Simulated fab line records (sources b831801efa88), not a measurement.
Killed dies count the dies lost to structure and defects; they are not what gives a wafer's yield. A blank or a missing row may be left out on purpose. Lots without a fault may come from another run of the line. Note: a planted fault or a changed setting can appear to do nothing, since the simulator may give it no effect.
8D (eight disciplines) problem report, filled in by code + flow gf180mcu + the parts of the form that need people (team, actions taken, sign-off) are left out

1. THE ISSUE
A mean of 108 s is read at GF_V3_CMP_04 for time_to_endpoint_s, taken on 1 wafer of 1 lot, against 83 s (standard deviation 5.4) on wafers free of any fault. Measured from the usual mean, that is +4.6 standard deviations.
The step: polishes SiO2.
Seen first at day 24 13:41 on cmp-02, wafer L590.2. The record has a number at this step for 33 wafers belonging to 11 lots. The rule behind "out" and "out of limits": a value lying over 4 standard deviations away from the usual mean. All remaining wafers that have a number are taken as sound.

2. WHAT IT IS, AND WHAT IT ISN'T
| question                    | is                 | is not                                                                                             |
|-----------------------------|--------------------|----------------------------------------------------------------------------------------------------|
| which readings at this step | time_to_endpoint_s | edge_zone_pressure_frac, motor_current_A                                                           |
| which lots                  | L590               | L583, L584, L585, L587, L598, L600, L601, L602, L603, L605                                         |
| which wafers of those lots  | L590.2             | L590.1, L590.4                                                                                     |
| read on which tools         | cmp-02             | cmp-01                                                                                             |
| when                        | from day 24 13:41  | up to then (14 sound wafers); but 18 sound wafers of L598, L600, L601, L602, L603, L605 came after |

3. SUSPECTS, AND WHAT RULES EACH OUT
Counting: any tool at a process step up to the reading remains a suspect provided it ran every lot that is out. Sound lots after the first of them don't rule it out here, since some wafers of a struck lot are sound.
- cmp-02 at GF_V2_CMP_26 (polishes, stops on SiO2, t overpolish 15 s, target thk 0 nm): kept. It processed L590, the lot that is out, at day 23 13:53, and its most recent sound lot before then was L585 at day 21 09:26.
- pvd_sputter-01 at GF_M3_SPUTTER_01 (material TiN, target thk 30 nm, time 25 s): kept. It processed L590, the lot that is out, at day 23 14:17, and its most recent sound lot before then was L585 at day 21 09:47.
- cmp-02 at GF_V3_CMP_04 (polishes SiO2): kept. It processed L590, the lot that is out, at day 24 13:41, and its most recent sound lot before then was L587 at day 23 07:46. Its own readings are out on those wafers: time_to_endpoint_s.
- At GF_V2_CMP_26, inside cmp-02: chamber 0 took the wafers that are out, while their sound lot-mates went through chambers 2, 3.
- At GF_V3_CMP_04, inside cmp-02: chamber 1 took the wafers that are out, while their sound lot-mates went through chambers 2, 3.
The count leaves cmp-02 at GF_V2_CMP_26, pvd_sputter-01 at GF_M3_SPUTTER_01, and cmp-02 at GF_V3_CMP_04.

4. THE CAUSE (what the simulator had put in)
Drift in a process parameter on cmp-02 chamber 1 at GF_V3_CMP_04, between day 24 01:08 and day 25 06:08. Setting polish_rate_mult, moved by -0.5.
Counting leaves 3 suspects; this tool is one of them.

5. SEQUENCE OF EFFECTS, ordered by route
Rows list readings where the struck wafers' mean (over those with a number) sits beyond 3 standard deviations from the usual. Only readings whose record carries a usual standard deviation are examined. hours: median over the lots of the time between each lot's start at the first step of this table that gives one and its start at this step. sigmas: the change, counted in usual standard deviations.
| hours | step          | reading            | usual      | on struck wafers | change | sigmas |
|-------|---------------|--------------------|------------|------------------|--------|--------|
| 0     | GF_V3_CMP_04  | time_to_endpoint_s | 83 s       | 108              | +25    | +4.6   |
| -     | GF_V3_ETCH_17 | oes_product_au     | 0.856 a.u. | 0.927            | +0.071 | +14    |
Its process steps:
- GF_V3_CMP_04: polishes SiO2.
- GF_V3_ETCH_17: etches SiO2 in C4F8/O2/Ar, stops on TiN, target depth 635 nm.
At these later measuring or inspecting steps, every struck wafer for which the step has a row has a number for every such reading, and none has moved that far: GF_V3_BOW_MEAS_05.

6. HOW IT WOULD HAVE BEEN CAUGHT EARLIER
In this record the first reading out of limits was taken at day 24 13:41, 13 hours after the fault began at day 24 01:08.
